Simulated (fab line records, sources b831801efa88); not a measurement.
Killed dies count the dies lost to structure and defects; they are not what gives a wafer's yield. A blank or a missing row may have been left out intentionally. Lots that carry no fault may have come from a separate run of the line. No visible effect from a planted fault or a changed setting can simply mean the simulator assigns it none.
Problem report in the 8D (eight disciplines) form, filled by code -- flow gf180mcu -- the parts of the form that need people (team, actions taken, sign-off) are left out

== 1. WHAT WENT WRONG ==
Mean of runLengthS at GF_HV_LDD_CLEAN_51: 50 s across 6 wafers in 2 lots; on wafers with no fault it is 180 s (standard deviation 3.9). That puts it -33 standard deviations away from the usual mean.
The step: cleans in SC1/SC2, time 150 s.
First seen on wafer L715.1, day 18 05:30, on wetBench-02. At this step, 42 wafers from 14 lots have a number in the record. Rule for "out" (also "out of limits"): further than 4 standard deviations from the usual mean. Any other wafer with a number is counted as sound.

== 2. WHAT THIS IS AND IS NOT ==
question,is,is not
which readings at this step,runLengthS,-
which lots,"L715, L716","L698, L699, L703, L704, L707, L708, L709, L710, L713, L719, L720, L721"
which wafers of those lots,all that have a number,-
read on which tools,wetBench-02,"wetBench-01, wetBench-04"
when,from day 18 05:30,"up to then (27 sound wafers); but 9 sound wafers of L719, L720, L721 came after"

== 3. WHAT RULES OUT EACH SUSPECT ==
Counting: any tool at a process step up to the reading is kept as a suspect provided that every lot that is out went through it and no sound lot did after the first of them.
- wetBench-02 at GF_HV_LDD_CLEAN_51 (cleans in SC1/SC2, time 150 s): kept. It processed each lot that is out, first L715 at day 18 05:30, and no sound lot thereafter; up to then, the last sound lot it processed was L709 at day 16 00:32. Its own runLengthS readings are out on those wafers.
Remaining after the count: wetBench-02 at GF_HV_LDD_CLEAN_51.

== 4. THE CAUSE (what the simulator had put in) ==
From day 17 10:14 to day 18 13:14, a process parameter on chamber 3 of wetBench-02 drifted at GF_HV_LDD_CLEAN_51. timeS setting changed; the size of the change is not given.
Only this tool survived the counting.

== 5. THE CHAIN OF EFFECTS, in route order ==
Rows list readings where the struck wafers' mean (over those with a number) sits beyond 3 standard deviations from the usual. Only readings whose record carries a usual standard deviation are examined. hours: median over the lots of the time between each lot's start at the first step of this table that gives one and its start at this step. sigmas: the change, counted in usual standard deviations.
hours,step,reading,usual,on struck wafers,change,sigmas
0,GF_HV_LDD_CLEAN_51,runLengthS,180 s,50,-130,-33
Its process steps:
- GF_HV_LDD_CLEAN_51: cleans in SC1/SC2, time 150 s.

== 6. HOW IT WOULD HAVE BEEN CAUGHT EARLIER ==
The fault began at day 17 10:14; the first out-of-limits reading in this record came at day 18 05:30, 19 hours later.
